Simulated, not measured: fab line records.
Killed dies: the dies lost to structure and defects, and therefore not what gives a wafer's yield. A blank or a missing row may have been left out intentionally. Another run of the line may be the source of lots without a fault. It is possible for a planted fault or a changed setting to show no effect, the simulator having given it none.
Struck lot and sound lot, side by side + flow sky130 + 25 out of 708 route steps
Sound: the wafers L496.1, L496.2, L496.6. Wafers struck: L517.1, L517.3, L517.6. The cause is given at the end.
At each step with rows: each side's tool, then ch and its chambers, then its first start. Under that, the readings that differ: sound wafers + struck wafers + difference of the means + sigmas: that difference in standard deviations of wafers without a fault.
alike: a reading whose means differ by less than 2 such deviations, as well as words and numbers matching on both sides. not compared: withheld readings; readings where some wafer has no value; bounds like >300 that might hide an equal value; numbers whose values overlap and for which the record gives no deviation.
A row with sigmas, a row that says differs or no value, or rows on one side alone: a step with any of these is where the two part. When numbers do not overlap yet have no deviation, they are printed without sigmas and do not part them. A reading that every wafer of one side lacks parts them only if that side has two wafers or more.

first, 7 steps without rows for these wafers: SKY_FIELD_ISO_HMDS_06 (prime time 60 s); SKY_FIELD_ISO_COAT_07 (resist thk 60 nm); SKY_FIELD_ISO_COAT_08 (resist thk 450 nm); SKY_FIELD_ISO_SOFTBAKE_09 (time 90 s); SKY_FIELD_ISO_EXPOSE_10 (exposes mask FOM, target cd 150 nm); SKY_FIELD_ISO_PEB_11; SKY_FIELD_ISO_DEVELOP_12 (develop time 60 s).
SKY_FIELD_ISO_CD_MEAS_13: the cd target is 150 nm.
  sound on cd sem-02, day 2 03:53; struck on cd sem-02, day 6 21:20
  alike: cd nm
SKY_FIELD_ISO_ETCH_14: etches BARC in N2/H2, stops on SiO2, time 45.9 s, target depth 60 nm.
  sound on rie diel-01 ch 1,2, day 2 04:01; struck on rie diel-03 ch 0,1,2, day 6 21:27
  alike: bias w, drypump motor current A, oes product au, run length s, throttle valve pct
  not compared: rf hours counter h
SKY_FIELD_ISO_ETCH_15: etches the open film in CHF3/O2, stops on Si, target depth 180 nm, time 72 s.
  sound on rie diel-01 ch 1,2, day 2 04:03; struck on rie diel-03 ch 0,1,2, day 6 21:29
  alike: bias w, drypump motor current A, oes product au, run length s, throttle valve pct
  not compared: rf hours counter h
SKY_FIELD_ISO_STRIP_16: strips in O2/N2.
  sound on plasma asher-03 ch 0,1, day 2 04:07; struck on plasma asher-02 ch 0,1, day 6 21:33
  alike: drypump motor current A, oes product au, strip time to endpoint s
  not compared: rf hours counter h
SKY_FIELD_ISO_ETCH_17: etches Si in HBr/Cl2/O2, target depth 342 nm, time 97.7 s.
  sound on rie si-02 ch 2,3, day 2 04:13; struck on rie si-01 ch 1,2,3, day 6 21:39
  alike: bias w, drypump motor current A, mfc cl2 sccm, oes product au, run length s, throttle valve pct
  not compared: rf hours counter h
SKY_FIELD_ISO_WET_ETCH_18: etches Si3N4 in H3PO4, target depth 25 nm, time 286 s.
  sound on wet bench-01 ch 1, day 2 04:17; struck on wet bench-01 ch 0, day 6 21:43
| reading                                     | sound             | struck            | difference | sigmas |
|---------------------------------------------|-------------------|-------------------|------------|--------|
| run length s (s)                            | 320 320 320       | 524 524 524       | +204       | +62    |
| model.Si3N4_of_FIELD_ISO_CVD_03.thk nm (nm) | 123.9 123.2 122.7 | 108.7 107.6 107.8 | -15.2      |        |
then, 4 steps without rows for these wafers: SKY_FIELD_ISO_CLEAN_19 (cleans in SC1/SC2, time 150 s); SKY_FIELD_ISO_CLEAN_20 (cleans in dHF, time 20 s); SKY_FIELD_ISO_WET_ETCH_21 (etches SiO2 in dHF, target depth 20 nm, time 400 s); SKY_FIELD_ISO_OXIDATION_22 (stabilise 600 s, purge 300 s, target thk 10 nm).
SKY_FIELD_ISO_THK_MEAS_23:
  sound on film metro-03, day 2 12:32; struck on film metro-04, day 6 23:10
  alike: FIELD_ISO_OXIDATION_01_THK
then, 1 step without rows for these wafers: SKY_FIELD_ISO_CVD_24 (deposits SiO2, target thk 595 nm, time 99.2 s).
SKY_FIELD_ISO_THK_MEAS_25:
  sound on film metro-01, day 2 12:40; struck on film metro-04, day 6 23:18
  alike: FIELD_ISO_CVD_24_THK
then, 1 step without rows for these wafers: SKY_FIELD_ISO_ANNEAL_26 (time 1800 s).
SKY_FIELD_ISO_CMP_27: polishes, stops on Si3N4, t overpolish 16 s, target thk 457.8 nm.
  sound on cmp-01 ch 2,3, day 2 21:11; struck on cmp-01 ch 0,2,3, day 7 01:59
  alike: motor current A
SKY_FIELD_ISO_WET_ETCH_28: etches SiO2 in dHF, target depth 23.7 nm, time 47 s.
  sound on wet bench-04 ch 2, day 2 21:26; struck on wet bench-04 ch 2, day 7 02:11
| reading                                     | sound           | struck            | difference | sigmas |
|---------------------------------------------|-----------------|-------------------|------------|--------|
| run length s (s)                            | 79 79 79        | 72 72 72          | -7         | -2     |
| model.Si3N4_of_FIELD_ISO_CVD_03.thk nm (nm) | 118 117.2 116.8 | 102.8 101.6 101.9 | -15.2      |        |
then, 1 step without rows for these wafers: SKY_FIELD_ISO_WET_ETCH_29 (etches Si3N4 in H3PO4, target depth 160 nm, time 1825 s).
-- the record jumps here: 44 days lie between the struck wafers' starts before and after (it left off in module FIELD_ISO and takes up again in module PAD_OPEN, whose first step shown is number 708 of the route) --
SKY_PAD_OPEN_PROBE_99:
  sound on prober-02, day 46 11:12; struck on prober-02, day 51 01:56
| reading                                   | sound                | struck               | difference | sigmas |
|-------------------------------------------|----------------------|----------------------|------------|--------|
| killed_at_M0_to_M3                        | 54 47 38             | 30 23 30             | -19        | -3     |
| model.etest.cap li to poly.c af um2       | 101.8 96.29 97.03    | 95.7 95.11 94.04     | -3.4       |        |
| model.etest.cap poly to well.c af um2     | 88.34 89.49 90.88    | 94.93 95.33 95.75    | +5.77      |        |
| model.etest.field p.vt v (V)              | -42.04 -42.16 -41.81 | -38.51 -37.94 -37.72 | +3.95      |        |
| model.etest.field n.vt v (V)              | 36.01 36.1 36.16     | 33.27 32.93 32.62    | -3.15      |        |
| model.etest.sram nfet pass.off log10 a um | -12.78 -12.77 -12.7  | -13.1 -12.94 -12.88  | -0.2       |        |
  alike: killed_at_M4_up, killed at contacts, killed at front end, killed at other, killed dies, killed open, killed short
  not compared: model.etest.sram nfet pass.vt v, model.etest.sram nfet pass.vt sat v

== WHERE THEY PART ==
Last at SKY_PAD_OPEN_PROBE_99 as far as this record goes, first at SKY_FIELD_ISO_WET_ETCH_18.

WHY: whatever the simulator had introduced
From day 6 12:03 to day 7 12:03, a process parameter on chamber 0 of wet bench-01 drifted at SKY_FIELD_ISO_WET_ETCH_18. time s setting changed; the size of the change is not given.
